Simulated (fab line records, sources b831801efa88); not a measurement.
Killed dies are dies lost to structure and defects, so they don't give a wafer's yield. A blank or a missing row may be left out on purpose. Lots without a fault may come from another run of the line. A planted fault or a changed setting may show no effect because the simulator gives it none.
Which tool did it? | flow gf180mcu | 12 lots, 35 wafers sampled, at 7 steps of a route of 602

WHAT THE GAUGES READ, wafer by wafer
GF_V1_CD_MEAS_14: target cd 260 nm.
lot  | measured     | on        | cd_nm (nm)
L807 | day 18 17:19 | cd_sem-01 | 261.3 259.6 258.9
L808 | day 19 02:57 | cd_sem-02 | 260.2 258.9 260.5
L809 | day 19 13:08 | cd_sem-02 | 263.0 262.9 262.7
L810 | day 20 03:58 | cd_sem-01 | 259.3 260.4 260.0
L811 | day 20 09:41 | cd_sem-02 | 261.3 261.9 262.7
L812 | day 20 14:05 | cd_sem-01 | 260.1 260.8
L815 | day 21 13:42 | cd_sem-02 | 259.9 260.1 260.3
L819 | day 22 23:29 | cd_sem-02 | 261.9 260.4 262.0
L821 | day 23 23:55 | cd_sem-02 | 259.7 259.8 260.0
L822 | day 24 03:02 | cd_sem-02 | 259.9 261.1 261.4
L823 | day 24 08:14 | cd_sem-02 | 260.4 259.3 259.8
L829 | day 26 05:34 | cd_sem-01 | 258.8 258.6 258.1

GF_V1_RS_MEAS_24: measures by four-point-probe.
lot  | measured     | on            | V1_W_RS (ohm/sq)
L807 | day 18 18:22 | film_metro-01 | 0.323 0.324 0.327
L808 | day 19 04:01 | film_metro-01 | 0.328 0.321 0.320
L809 | day 19 14:10 | film_metro-01 | 0.321 0.320 0.321
L810 | day 20 05:00 | film_metro-04 | 0.321 0.319 0.554
L811 | day 20 10:43 | film_metro-04 | 0.324 0.324 0.582
L812 | day 20 15:07 | film_metro-04 | 0.327 0.558
L815 | day 21 14:44 | film_metro-01 | 0.326 0.323 0.327
L819 | day 23 00:31 | film_metro-01 | 0.329 0.329 0.330
L821 | day 24 00:58 | film_metro-04 | 0.329 0.323 0.324
L822 | day 24 04:04 | film_metro-02 | 0.325 0.327 0.323
L823 | day 24 09:16 | film_metro-04 | 0.323 0.329 0.328
L829 | day 26 06:44 | film_metro-02 | 0.324 0.321 0.322

GF_V1_THK_MEAS_25: measures by xrf.
lot  | measured     | on            | V1_W_THK (nm)
L807 | day 18 18:28 | film_metro-01 | 348 348 344
L808 | day 19 04:08 | film_metro-01 | 340 348 349
L809 | day 19 14:17 | film_metro-01 | 348 350 351
L810 | day 20 05:07 | film_metro-04 | 352 360 207
L811 | day 20 10:49 | film_metro-04 | 353 352 198
L812 | day 20 15:13 | film_metro-04 | 350 206
L815 | day 21 14:52 | film_metro-01 | 345 345 343
L819 | day 23 00:38 | film_metro-01 | 342 342 340
L821 | day 24 01:04 | film_metro-04 | 343 349 346
L822 | day 24 04:11 | film_metro-02 | 347 345 352
L823 | day 24 09:23 | film_metro-04 | 350 345 343
L829 | day 26 06:51 | film_metro-02 | 354 352 353

GF_M2_THK_MEAS_06: measures by xrf.
lot  | measured     | on            | M2_ALCU_THK (nm)
L807 | day 18 19:10 | film_metro-01 | 456 454 459
L808 | day 19 04:50 | film_metro-03 | 447 448 445
L809 | day 19 14:59 | film_metro-03 | 446 452 448
L810 | day 20 06:04 | film_metro-04 | 448 456 451
L811 | day 20 11:44 | film_metro-04 | 439 440 441
L812 | day 20 15:55 | film_metro-01 | 455 455
L815 | day 21 15:34 | film_metro-04 | 445 444 446
L819 | day 23 01:20 | film_metro-01 | 448 446 449
L821 | day 24 01:46 | film_metro-03 | 445 445 446
L822 | day 24 04:53 | film_metro-03 | 458 455 454
L823 | day 24 10:05 | film_metro-01 | 454 445 452
L829 | day 26 07:33 | film_metro-01 | 449 453 455

WHICH TOOL RAN EACH LOT (tool, then ch and the chambers of the sampled wafers, then the start)
lot  | GF_V1_CVD_23                  | GF_V1_CMP_26                  | GF_M2_SPUTTER_02
L807 | cvd_w-01 ch 0,1, day 18 18:14 | cmp-01 ch 1,2,3, day 18 18:30 | pvd_sputter-03, day 18 18:56
L808 | cvd_w-02 ch 0,1, day 19 03:55 | cmp-02 ch 1,2,3, day 19 04:12 | pvd_sputter-01, day 19 04:38
L809 | cvd_w-02 ch 0,1, day 19 14:03 | cmp-01 ch 0,2,3, day 19 14:26 | pvd_sputter-01, day 19 14:46
L810 | cvd_w-02 ch 1, day 20 04:52   | cmp-02 ch 0,3, day 20 05:25   | pvd_sputter-03, day 20 05:50
L811 | cvd_w-02 ch 0,1, day 20 10:36 | cmp-02 ch 0,3, day 20 11:05   | pvd_sputter-02, day 20 11:31
L812 | cvd_w-02 ch 0,1, day 20 14:59 | cmp-02 ch 3, day 20 15:14     | pvd_sputter-03, day 20 15:40
L815 | cvd_w-01 ch 0,1, day 21 14:37 | cmp-01 ch 1,2,3, day 21 14:58 | pvd_sputter-02, day 21 15:21
L819 | cvd_w-02 ch 0,1, day 23 00:23 | cmp-01 ch 1,2,3, day 23 00:41 | pvd_sputter-03, day 23 01:07
L821 | cvd_w-01 ch 0,1, day 24 00:50 | cmp-02 ch 1,3, day 24 01:06   | pvd_sputter-03, day 24 01:32
L822 | cvd_w-02 ch 0,1, day 24 03:56 | cmp-02 ch 0,2, day 24 04:17   | pvd_sputter-03, day 24 04:40
L823 | cvd_w-02 ch 0,1, day 24 09:09 | cmp-01 ch 0,1,2, day 24 09:27 | pvd_sputter-01, day 24 09:53
L829 | cvd_w-01 ch 1, day 26 06:32   | cmp-02 ch 1,2,3, day 26 06:57 | pvd_sputter-02, day 26 07:20
- GF_V1_CVD_23: deposits W, target thk 350 nm, time 105.05 s.
- GF_V1_CMP_26: polishes, stops on SiO2, t overpolish 15 s, target thk 0 nm.
- GF_M2_SPUTTER_02: material AlCu, target thk 450 nm, time 23.9 s.

WHAT THE TOOLS THEMSELVES READ (means of the sampled wafers that have a number; where no wafer has one, the mark that the record gives instead)
GF_V1_CVD_23.
lot  | tool     | heater_power_w (W)
L807 | cvd_w-01 | 851
L808 | cvd_w-02 | 872
L809 | cvd_w-02 | 851
L810 | cvd_w-02 | 901
L811 | cvd_w-02 | 880
L812 | cvd_w-02 | 870
L815 | cvd_w-01 | 860
L819 | cvd_w-02 | 874
L821 | cvd_w-01 | 873
L822 | cvd_w-02 | 853
L823 | cvd_w-02 | 867
L829 | cvd_w-01 | 872

GF_V1_CMP_26.
lot  | tool   | motor_current_A (A) | time_to_endpoint_s (s)
L807 | cmp-01 | 10.7                | 88
L808 | cmp-02 | 10.9                | 91
L809 | cmp-01 | 10.7                | 88
L810 | cmp-02 | 10.6                | 75
L811 | cmp-02 | 10.6                | 77
L812 | cmp-02 | 10.5                | 74
L815 | cmp-01 | 10.9                | 86
L819 | cmp-01 | 10.7                | 89
L821 | cmp-02 | 10.1                | 84
L822 | cmp-02 | 11.6                | 85
L823 | cmp-01 | 11.7                | 87
L829 | cmp-02 | 10.8                | 89

GF_M2_SPUTTER_02.
lot  | tool           | cathode_dc_power_W (W) | throttle_valve_pct (%)
L807 | pvd_sputter-03 | 10600                  | 29.9
L808 | pvd_sputter-01 | 10601                  | 29.9
L809 | pvd_sputter-01 | 10599                  | 30.0
L810 | pvd_sputter-03 | 10601                  | 30.6
L811 | pvd_sputter-02 | 10601                  | 30.4
L812 | pvd_sputter-03 | 10601                  | 30.5
L815 | pvd_sputter-02 | 10600                  | 30.7
L819 | pvd_sputter-03 | 10599                  | 29.5
L821 | pvd_sputter-03 | 10601                  | 30.5
L822 | pvd_sputter-03 | 10600                  | 30.0
L823 | pvd_sputter-01 | 10601                  | 29.9
L829 | pvd_sputter-02 | 10601                  | 31.1

THE ANSWER, worked out from the rows above alone
Rule: what is usual is taken from the lots themselves. Put in order of their means at a reading, lots are off if they are a third of the lots or fewer, leave a main group of 4 or more, and stand apart from it by a gap of 3 or more times the standard deviation of the main group's means; of several such gaps the widest counts. A main group whose means are all the same, to the digits that the tables above print for the reading, isn't used. A lot without any number at a reading at which 4 lots or more have one is off too. The other lots that the step has rows for count as sound. The gauges are gone through in route order, then the tools' own readings, and for those a lot's mean is taken as printed above. The first step at which some lot is off is used, and at that step the reading that is off furthest; a lot without a number counts as furthest.
Off: L810, L811, L812, at GF_V1_RS_MEAS_24 (V1_W_RS). The main group: mean 0.325 ohm/sq, standard deviation 0.0024.
A tool fits if, at a process step before that reading, it ran every lot that is off, and no sound lot after the first of them. The gauges at GF_V1_RS_MEAS_24 aren't tried: what is off there is off at GF_V1_CMP_26 too, on other tools, and a gauge's error can't cause that. None of those tried fits.

WHAT THE SIMULATOR HAD PUT IN
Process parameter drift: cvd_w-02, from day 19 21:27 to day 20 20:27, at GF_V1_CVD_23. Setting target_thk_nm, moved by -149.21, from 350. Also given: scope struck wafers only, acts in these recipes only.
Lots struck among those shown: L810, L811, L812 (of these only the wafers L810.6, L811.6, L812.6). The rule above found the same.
